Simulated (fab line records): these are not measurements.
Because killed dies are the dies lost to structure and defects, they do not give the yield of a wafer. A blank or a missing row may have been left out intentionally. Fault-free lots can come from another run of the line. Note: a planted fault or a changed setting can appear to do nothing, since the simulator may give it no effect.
Code-filled problem report in 8D (eight disciplines) form :: flow sky130 :: the parts of the form that need people (team, actions taken, sign-off) are left out

## 1. THE PROBLEM
Across 6 wafers from 2 lots, CONTACT_HDPCVD_THK at SKY_CONTACT_THK_MEAS_03 averages 677 nm, while fault-free wafers read 564 nm with a standard deviation of 4.5. Relative to the usual mean, that is a shift of +25 standard deviations.
The first sign was on wafer L669.1 at day 35 21:31, on film_metro-04. The record has a number at this step for 36 wafers belonging to 12 lots. Rule for "out" (also "out of limits"): further than 4 standard deviations from the usual mean. All remaining wafers that have a number are taken as sound.

## 2. WHAT IT IS, WHAT IT ISN'T
question: which readings at this step
is: CONTACT_HDPCVD_THK
is not: -

question: which lots
is: L669, L671
is not: L653, L655, L656, L658, L659, L660, L662, L663, L664, L665

question: which wafers of those lots
is: all that have a number
is not: -

question: read on which gauges
is: film_metro-04
is not: film_metro-02, film_metro-03

question: when
is: from day 35 21:31
is not: up to then (30 sound wafers)

## 3. SUSPECTS, AND WHAT RULES EACH OUT
Counting: a tool stays on the suspect list if, at a process step up to the reading, it processed all lots that are out and no sound lot following the first of them.
- the gauge at SKY_CONTACT_THK_MEAS_03 is ruled out. All the wafers that are out were read on film_metro-04, but those of them that SKY_CONTACT_HDPCVD_02 has rows for are out there too, on other tools.
- plasma_asher-02 at SKY_LDD_N_STRIP_16 (strips in O2/N2): kept. All lots that are out passed through it, beginning with L669 at day 23 21:33, and no sound lot followed; its final sound lot before that point was L664 at day 22 23:26.
- hdpcvd-01 at SKY_CONTACT_HDPCVD_02 (deposits SiO2, target thk 565 nm, time 94.2 s): kept. All lots that are out passed through it, beginning with L669 at day 35 21:26, and no sound lot followed; its final sound lot before that point was L664 at day 34 23:39. Its own readings are out on those wafers: sih4_flow_sccm.
What counting leaves: plasma_asher-02 at SKY_LDD_N_STRIP_16 and hdpcvd-01 at SKY_CONTACT_HDPCVD_02.

## 4. THE CAUSE (what the simulator had put in)
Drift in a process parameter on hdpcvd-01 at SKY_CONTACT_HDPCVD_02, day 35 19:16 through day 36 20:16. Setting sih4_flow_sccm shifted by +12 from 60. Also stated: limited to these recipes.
After counting, 2 suspects remain, this tool included.

## 5. THE EFFECT CHAIN, in route order
Rows list readings where the struck wafers' mean (over those with a number) sits beyond 3 standard deviations from the usual. Readings are gone through only where the record gives a usual standard deviation; hours: the median, over the lots, of the time from a lot's start at the first step in this table giving one to that lot's start at this step; sigmas: the change measured in usual standard deviations.
hours: 0
step: SKY_CONTACT_HDPCVD_02
reading: sih4_flow_sccm
usual: 59.98 sccm
on struck wafers: 71.93
change: +11.95
sigmas: +70

hours: 0
step: SKY_CONTACT_THK_MEAS_03
reading: CONTACT_HDPCVD_THK
usual: 564 nm
on struck wafers: 677
change: +113
sigmas: +25

hours: 0
step: SKY_CONTACT_CMP_04
reading: time_to_endpoint_s
usual: 84 s
on struck wafers: 126
change: +42
sigmas: +12
It contains these process steps:
- SKY_CONTACT_HDPCVD_02: deposits SiO2, target thk 565 nm, time 94.2 s.
- SKY_CONTACT_CMP_04: polishes SiO2.

## 6. HOW IT WOULD HAVE BEEN CAUGHT EARLIER
Counted from the fault's start at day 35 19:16, it took 2 hours until the first out-of-limits reading at a measuring or inspecting step in this record, taken at day 35 21:31.
At SKY_CONTACT_HDPCVD_02, the tool's own readings (sih4_flow_sccm) were out on each struck wafer the step has a row for, so an alarm limit on them would have fired on the first such wafer.
Lots out: 2; of these, L671 started SKY_CONTACT_HDPCVD_02 on hdpcvd-01 after day 35 21:31. Putting the tool on hold at that point would have spared it.
